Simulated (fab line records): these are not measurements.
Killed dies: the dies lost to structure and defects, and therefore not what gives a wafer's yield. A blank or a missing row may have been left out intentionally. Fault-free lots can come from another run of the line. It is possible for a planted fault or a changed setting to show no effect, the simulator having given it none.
fab line records	flow sky130
[record] lots = 12	wafers = 36	last-day = 50
route steps=708 shown SONOS_TUNNEL@166 LDD_HVP@280 LDD_LDN@296 SD_N@353
lots with no fault: from the same line, run without faults
start-h: start of the lot's first displayed wafer, in hours after the record's first day	wait-h: how many hours have passed since the lot's step before this one	" identical to the entry in the row above	L1.1+2: several wafers, shown together as one row	- no value present, or no start provided	* or withheld: withheld	< > ~ a bound
route shown NAME@n: a module of which the file shows steps, and the number in the route of the first	usual: the fault-free wafers' mean and standard deviation	same: alike in all rows	chamber/n: place in a boat	sites: the reading at each site	_std_site: standard deviation across them	_edge_site: mean of outer sites minus mean of inner sites	radius-mm: for every site, how far away it sits from the centre of the wafer	mask NAME#n: copy n	behind: the most recent tool/chamber to have shaped the wafer	hold: what put the lot on hold/how long, in hours/how the hold closed	device: whichever transistor did not switch (one of n, p or np)	end of line: tests of these same wafers at the route's end	where a step has no rows: the recipe by itself	killed: the dies lost at the first sort to structure and to defects; this is not the yield of the wafer	map: a wafer's dies, x killed, . not, _ none there
set.NAME: the setting that was run; set.NAME@STEP: the one run at that earlier step	model.NAME: the simulator's own value behind a step, which no gauge read
one table for each step of the route and one row for each wafer, over a sample of lots
services: the hour from which a tool's chamber was out of use, counted from the record's first day as start-h (under 0 if before that day), plus the number of hours and why
[[steps]]
[step SKY_SONOS_TUNNEL_TW_MEAS_12]
[usual] SONOS_TUNNEL_TW = 197.5/1.9
lot.wafer	tool	chamber	start-h	wait-h	SONOS_TUNNEL_TW
L667.1	film-metro-04	-	259.74	0.0	197.8
L667.2	"	-	"	"	198.4
L667.6	"	-	"	"	198.8
L668.1	film-metro-03	-	266.71	0.0	194.5
L668.3	"	-	"	"	195.2
L668.4	"	-	"	"	195.8
L671.1	film-metro-04	-	291.20	0.0	198.5
L671.3	"	-	"	"	197.7
L671.6	"	-	"	"	197.3
L672.2	film-metro-03	-	303.13	0.0	195.2
L672.5	"	-	"	"	195.8
L672.6	"	-	"	"	196.2
L674.1	film-metro-03	-	313.86	0.0	194.7
L674.2	"	-	"	"	195.4
L674.5	"	-	"	"	194.0
L676.1	film-metro-03	-	334.59	0.0	194.0
L676.4	"	-	"	"	194.1
L676.6	"	-	"	"	195.3
L680.1	film-metro-03	-	372.35	0.0	196.7
L680.3	"	-	"	"	196.2
L680.4	"	-	"	"	196.4
L681.2	film-metro-03	-	381.93	0.0	195.4
L681.5	"	-	"	"	196.8
L681.6	"	-	"	"	196.2
L683.1	film-metro-02	-	387.03	0.0	198.9
L683.4	"	-	"	"	198.9
L683.5	"	-	"	"	199.3
L687.2	film-metro-02	-	422.72	0.0	202.0
L687.3	"	-	"	"	201.1
L687.6	"	-	"	"	200.9
L688.2	film-metro-02	-	427.22	0.0	202.3
L688.4	"	-	"	"	200.8
L688.6	"	-	"	"	201.5
L689.1	film-metro-04	-	433.86	0.0	199.1
L689.2	"	-	"	"	197.3
L689.6	"	-	"	"	197.8
[step SKY_LDD_HVP_COAT_02]
[recipe] resist = NOVOLAK	spin-rpm = 3000	resist-thk-nm = 300
[usual] chill-plate-temp-C = 23.00/0.11
lot.wafer	tool	chamber	start-h	wait-h	chill-plate-temp-C
L667.1	litho-track-01	0	491.18	0.1	23.07
L667.2	"	0	"	"	23.08
L667.6	"	0	"	"	23.09
L668.1	litho-track-04	0	502.54	0.1	23.03
L668.3	"	0	"	"	23.15
L668.4	"	0	"	"	23.16
L671.1	litho-track-04	0	529.74	0.1	22.94
L671.3	"	0	"	"	22.97
L671.6	"	0	"	"	23.07
L672.2	litho-track-04	0	538.46	0.1	23.01
L672.5	"	0	"	"	22.94
L672.6	"	0	"	"	22.95
L674.1	litho-track-04	0	574.94	0.1	23.01
L674.2	"	0	"	"	23.05
L674.5	"	0	"	"	23.07
L676.1	litho-track-01	0	575.78	0.1	22.95
L676.4	"	0	"	"	22.89
L676.6	"	0	"	"	22.86
L680.1	litho-track-03	0	613.63	0.1	23.12
L680.3	"	0	"	"	23.03
L680.4	"	0	"	"	22.91
L681.2	litho-track-03	0	622.66	0.1	22.83
L681.5	"	0	"	"	22.87
L681.6	"	0	"	"	22.90
L683.1	litho-track-03	0	628.73	0.1	22.97
L683.4	"	0	"	"	22.94
L683.5	"	0	"	"	23.04
L687.2	litho-track-04	0	663.31	0.1	23.02
L687.3	"	0	"	"	23.11
L687.6	"	0	"	"	23.21
L688.2	litho-track-01	0	671.45	0.1	22.88
L688.4	"	0	"	"	22.86
L688.6	"	0	"	"	22.88
L689.1	litho-track-01	0	672.63	0.1	23.02
L689.2	"	0	"	"	22.90
L689.6	"	0	"	"	22.94
[step SKY_LDD_HVP_STRIP_09]
[recipe] chemistry = O2/N2	power-w = 1400	pressure-mtorr = 1500	platen-temp-c = withheld	o2-flow-sccm = 3000	n2-flow-sccm = 300	overash-fraction = 0.5
[usual] drypump-motor-current-A = 5.5/0.36	oes-product-au = 0.408/0.0042	strip-time-to-endpoint-s = 4.135/0.016
lot.wafer	tool	chamber	start-h	wait-h	drypump-motor-current-A	oes-product-au	rf-hours-counter-h	strip-time-to-endpoint-s
L667.1	plasma-asher-04	0	506.67	0.1	5.1	0.411	70	4.116
L667.2	"	1	"	"	5.7	0.402	70	4.121
L667.6	"	1	"	"	5.6	0.405	-	4.108
L668.1	plasma-asher-04	1	517.91	0.1	5.7	0.407	72	4.133
L668.3	"	1	"	"	5.6	0.409	-	4.124
L668.4	"	0	"	"	5.1	0.404	-	4.126
L671.1	plasma-asher-04	1	544.57	0.1	5.6	0.403	74	4.152
L671.3	"	1	"	"	5.6	0.402	-	4.130
L671.6	"	0	"	"	5.1	0.413	-	4.130
L672.2	plasma-asher-02	1	553.87	0.1	5.9	0.405	85	4.121
L672.5	"	0	"	"	5.1	0.405	-	4.155
L672.6	"	1	"	"	5.9	0.406	-	4.132
L674.1	plasma-asher-03	0	590.41	0.1	5.7	0.405	46	4.129
L674.2	"	1	"	"	6.1	0.409	46	4.116
L674.5	"	1	"	"	6.1	0.396	-	4.139
L676.1	plasma-asher-03	1	591.27	0.1	6.1	0.402	46	4.116
L676.4	"	1	"	"	6.1	0.402	-	4.128
L676.6	"	0	"	"	5.7	0.407	-	4.123
L680.1	plasma-asher-04	0	628.02	0.1	5.1	0.414	83	4.441
L680.3	"	1	"	"	5.6	0.424	-	4.422
L680.4	"	0	"	"	5.1	0.420	-	4.438
L681.2	plasma-asher-03	0	636.86	0.1	5.7	0.423	51	4.455
L681.5	"	0	"	"	5.7	0.417	-	4.435
L681.6	"	1	"	"	6.0	0.417	-	4.446
L683.1	plasma-asher-03	0	643.72	0.1	5.7	0.413	52	4.437
L683.4	"	0	"	"	5.7	0.427	-	4.436
L683.5	"	0	"	"	5.7	0.421	-	4.441
L687.2	plasma-asher-02	0	678.37	0.1	5.1	0.408	97	4.135
L687.3	"	0	"	"	5.2	0.404	-	4.123
L687.6	"	0	"	"	5.2	0.411	-	4.156
L688.2	plasma-asher-04	1	686.37	0.1	5.6	0.412	88	4.145
L688.4	"	0	"	"	5.1	0.411	-	4.140
L688.6	"	0	"	"	5.1	0.408	-	4.134
L689.1	plasma-asher-04	1	687.32	0.1	5.7	0.418	88	4.178
L689.2	"	0	"	"	5.1	0.413	88	4.146
L689.6	"	0	"	"	5.1	0.407	-	4.155
[step SKY_LDD_LDN_OVL_MEAS_07]
[usual] LDD_LDN_OVL = -0.2/1.1
lot.wafer	tool	chamber	start-h	wait-h	LDD_LDN_OVL[nm]
L667.1	overlay-02	-	537.43	0.1	-0.5
L667.2	"	-	"	"	-0.1
L667.6	"	-	"	"	0.4
L668.1	overlay-01	-	548.22	0.1	0.9
L668.3	"	-	"	"	0.9
L668.4	"	-	"	"	0.9
L671.1	overlay-01	-	574.18	0.1	-2.3
L671.3	"	-	"	"	-1.6
L671.6	"	-	"	"	-2.1
L672.2	overlay-02	-	582.94	0.1	0.8
L672.5	"	-	"	"	-1.0
L672.6	"	-	"	"	1.1
L674.1	overlay-02	-	619.69	0.1	0.3
L674.2	"	-	"	"	0.8
L674.5	"	-	"	"	0.9
L676.1	overlay-02	-	620.48	0.1	0.5
L676.4	"	-	"	"	-1.6
L676.6	"	-	"	"	-1.6
L680.1	overlay-01	-	656.12	0.1	-0.2
L680.3	"	-	"	"	-0.2
L680.4	"	-	"	"	-0.2
L681.2	overlay-02	-	665.92	0.1	-0.7
L681.5	"	-	"	"	-1.1
L681.6	"	-	"	"	-0.5
L683.1	overlay-01	-	671.82	0.1	0.5
L683.4	"	-	"	"	-1.0
L683.5	"	-	"	"	0.7
L687.2	overlay-02	-	706.44	0.1	1.0
L687.3	"	-	"	"	0.9
L687.6	"	-	"	"	0.7
L688.2	overlay-02	-	715.04	0.1	-2.3
L688.4	"	-	"	"	-1.6
L688.6	"	-	"	"	-0.6
L689.1	overlay-01	-	715.59	0.1	-2.1
L689.2	"	-	"	"	-1.1
L689.6	"	-	"	"	-3.3
[step SKY_SD_N_STRIP_11]
[recipe] chemistry = O2/N2	power-w = 1400	pressure-mtorr = 1500	platen-temp-c = withheld	o2-flow-sccm = 3000	n2-flow-sccm = 300	overash-fraction = 0.5
[usual] drypump-motor-current-A = 5.6/0.34	oes-product-au = 0.529/0.0046	strip-time-to-endpoint-s = 22.47/0.044
lot.wafer	tool	chamber	start-h	wait-h	drypump-motor-current-A	oes-product-au	rf-hours-counter-h	strip-time-to-endpoint-s
L667.1	plasma-asher-03	1	657.52	0.1	6.1	0.536	53	22.47
L667.2	"	0	"	"	5.7	0.524	53	22.46
L667.6	"	1	"	"	6.1	0.538	-	22.43
L668.1	plasma-asher-03	1	667.62	0.1	6.1	0.526	54	22.51
L668.3	"	0	"	"	5.7	0.529	-	22.49
L668.4	"	1	"	"	6.1	0.532	-	22.46
L671.1	plasma-asher-04	1	695.19	0.1	5.6	0.539	89	22.47
L671.3	"	1	"	"	5.7	0.533	-	22.51
L671.6	"	0	"	"	5.1	0.530	-	22.51
L672.2	plasma-asher-03	1	701.79	0.1	6.1	0.528	57	22.42
L672.5	"	1	"	"	6.1	0.533	-	22.45
L672.6	"	0	"	"	5.7	0.529	-	22.46
L674.1	plasma-asher-04	0	736.39	0.1	5.1	0.528	93	22.42
L674.2	"	1	"	"	5.6	0.535	93	22.48
L674.5	"	1	"	"	5.6	0.536	-	22.46
L676.1	plasma-asher-03	0	737.49	0.1	5.7	0.532	61	22.43
L676.4	"	1	"	"	6.1	0.535	-	22.44
L676.6	"	0	"	"	5.7	0.521	-	22.44
L680.1	plasma-asher-01	0	770.67	0.1	5.6	0.534	34	22.53
L680.3	"	1	"	"	5.2	0.529	-	22.47
L680.4	"	0	"	"	5.5	0.528	-	22.50
L681.2	plasma-asher-04	1	781.94	0.1	5.6	0.525	98	22.45
L681.5	"	1	"	"	5.6	0.529	-	22.42
L681.6	"	0	"	"	5.1	0.525	-	22.43
L683.1	plasma-asher-04	0	785.19	0.1	5.1	0.523	98	22.44
L683.4	"	0	"	"	5.1	0.535	-	22.45
L683.5	"	1	"	"	5.6	0.530	-	22.39
L687.2	plasma-asher-04	1	818.77	0.1	5.7	0.525	102	22.47
L687.3	"	1	"	"	5.7	0.531	-	22.44
L687.6	"	1	"	"	5.6	0.529	-	22.46
L688.2	plasma-asher-04	0	825.44	0.1	5.1	0.532	102	22.45
L688.4	"	1	"	"	5.7	0.526	-	22.52
L688.6	"	0	"	"	5.1	0.529	-	22.56
L689.1	plasma-asher-03	1	826.97	0.1	6.1	0.531	69	22.46
L689.2	"	0	"	"	5.7	0.528	69	22.52
L689.6	"	1	"	"	6.1	0.527	-	22.51
[[services]]
tool	chamber	start-h	hours	kind
plasma-asher-03	-	501.96	0.7	repair
plasma-asher-01	-	559.42	6.5	repair
plasma-asher-02	-	636.01	2.1	repair
plasma-asher-01	-	650.34	3.3	repair
plasma-asher-04	-	660.70	3.5	repair
plasma-asher-02	-	672.43	3.5	repair
plasma-asher-04	-	704.86	4.5	repair
plasma-asher-02	-	733.75	9.0	pm
plasma-asher-02	0	733.75	9.0	vent-cycle
plasma-asher-02	1	733.75	9.0	vent-cycle
plasma-asher-02	0	742.75	-	clean
plasma-asher-02	1	742.75	-	clean
plasma-asher-02	-	755.00	0.4	repair
plasma-asher-02	-	756.60	2.8	pm
plasma-asher-03	-	767.61	3.6	repair
plasma-asher-04	-	820.85	1.5	repair
[[key]]
[first-sign] step = SKY_LDD_HVP_STRIP_09	reading = strip-time-to-endpoint-s	direction = up	sigmas = 19	usual = *	struck = *
[effect] step = SKY_LDD_HVP_STRIP_09	reading = oes-product-au	direction = up	sigmas = 2.8	usual = 0.408	struck = 0.420
met-at SKY_LDD_HVP_COAT_02
struck-lots L680,L681,L683
tester-left-out L680,L681,L683
not-acting-at SKY_SONOS_TUNNEL_TW_MEAS_12,SKY_LDD_LDN_OVL_MEAS_07,SKY_SD_N_STRIP_11
[fault] kind = process-parameter-drift	tool = litho-track-03	chamber = -	onset-h = 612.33	steps = SKY_LDD_HVP_COAT_02	channel = resist-thk-nm	offset = 23.004	shape = step	end-h = 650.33	acts-in = these-recipes-only	stated = 300
// tester-left-out: of these lots the tester's yield and bins aren't shown, on N5 and GAA mostly nor the transistor test; their killed dies are dies lost to structure and defects alone, not to doping, threshold or leakage, so they don't give the yield
